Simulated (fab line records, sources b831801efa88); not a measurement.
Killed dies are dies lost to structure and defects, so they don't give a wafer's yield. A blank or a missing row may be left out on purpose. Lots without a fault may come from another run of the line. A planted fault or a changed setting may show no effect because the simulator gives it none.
Problem report in the 8D (eight disciplines) form, filled by code | flow sky130 | the parts of the form that need people (team, actions taken, sign-off) are left out

1. THE PROBLEM
LDD_HVP_TW at SKY_LDD_HVP_TW_MEAS_10 reads a mean of 427 on 2 wafers of 2 lots; wafers without a fault read 455 with a standard deviation of 4.4. That is -6.4 standard deviations from the usual mean.
First seen on wafer L481.6, day 25 03:13, on film_metro-01. The record holds 37 wafers of 13 lots with a number at this step. Rule for "out", or "out of limits": more than 4 standard deviations from the usual mean. The other wafers with a number count as sound.

2. WHAT IT IS AND WHAT IT IS NOT
question                    | is                | is not
which readings at this step | LDD_HVP_TW        | -
which lots                  | L481, L482        | L476, L477, L478, L480, L489, L490, L492, L493, L494, L495, L496
which wafers of those lots  | L481.6, L482.4    | L481.3, L482.3
read on which gauges        | film_metro-01     | film_metro-02, film_metro-04
when                        | from day 25 03:13 | up to then (13 sound wafers); but 22 sound wafers of L482, L489, L490, L492, L493, L494, L495, L496 came after

3. SUSPECTS, AND WHAT RULES EACH OUT
Counting: a tool at a process step up to the reading stays a suspect if it ran every lot that is out. Sound lots after the first of them don't rule it out here, since some wafers of a struck lot are sound.
- the gauge at SKY_LDD_HVP_TW_MEAS_10: ruled out. All the wafers that are out were read on film_metro-01, but those of them that SKY_PAD_OPEN_PROBE_99 has rows for are out there too, on other tools.
- litho_track-03 at SKY_LDD_HVP_DEVELOP_06 (develop time 60 s): kept. It ran every lot that is out, first L481 (day 25 02:49); its last sound lot up to then is L480 (day 24 15:05).
Left after counting: litho_track-03 at SKY_LDD_HVP_DEVELOP_06.

4. THE CAUSE (what the simulator had put in)
Process parameter drift: litho_track-03, from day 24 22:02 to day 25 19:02, at SKY_LDD_HVP_DEVELOP_06. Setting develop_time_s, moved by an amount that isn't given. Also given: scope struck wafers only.
Counting left only this tool.

5. THE CHAIN OF EFFECTS, in route order
Each row: a reading whose mean over the struck wafers that have a number lies more than 3 standard deviations from the usual. Only readings for which the record gives a usual standard deviation are gone through. hours: the time from each lot's start at the first step in this table that gives one to its start at this step, as a median over the lots. sigmas: the change in usual standard deviations.
hours | step                   | reading             | usual | on struck wafers | change | sigmas
0     | SKY_LDD_HVP_TW_MEAS_10 | LDD_HVP_TW          | 455   | 427              | -28    | -6.4
555   | SKY_PAD_OPEN_PROBE_99  | killed_at_front_end | 15    | 416              | +402   | +84
555   | SKY_PAD_OPEN_PROBE_99  | killed_dies         | 86    | 476              | +390   | +40
555   | SKY_PAD_OPEN_PROBE_99  | killed_on_rim       | 17    | 82               | +66    | +16
The process steps in it:
- SKY_PAD_OPEN_PROBE_99
Later measuring or inspecting steps at which every struck wafer that the step has a row for has a number for every such reading, and none has moved that far: SKY_LDD_LDN_TW_MEAS_13.

6. WHAT WOULD HAVE CAUGHT IT SOONER
In this record the first reading out of limits at a measuring or inspecting step was taken at day 25 03:13, 5 hours after the fault began at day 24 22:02.
Of the tool readings at SKY_LDD_HVP_DEVELOP_06 for which the record gives a usual standard deviation, none was out on any struck wafer, so an alarm limit of 4 standard deviations on them would not have fired.
Of the lots that are out (2), L482 began SKY_LDD_HVP_DEVELOP_06 on litho_track-03 after day 25 03:13. A hold on the tool at that time would have spared it.
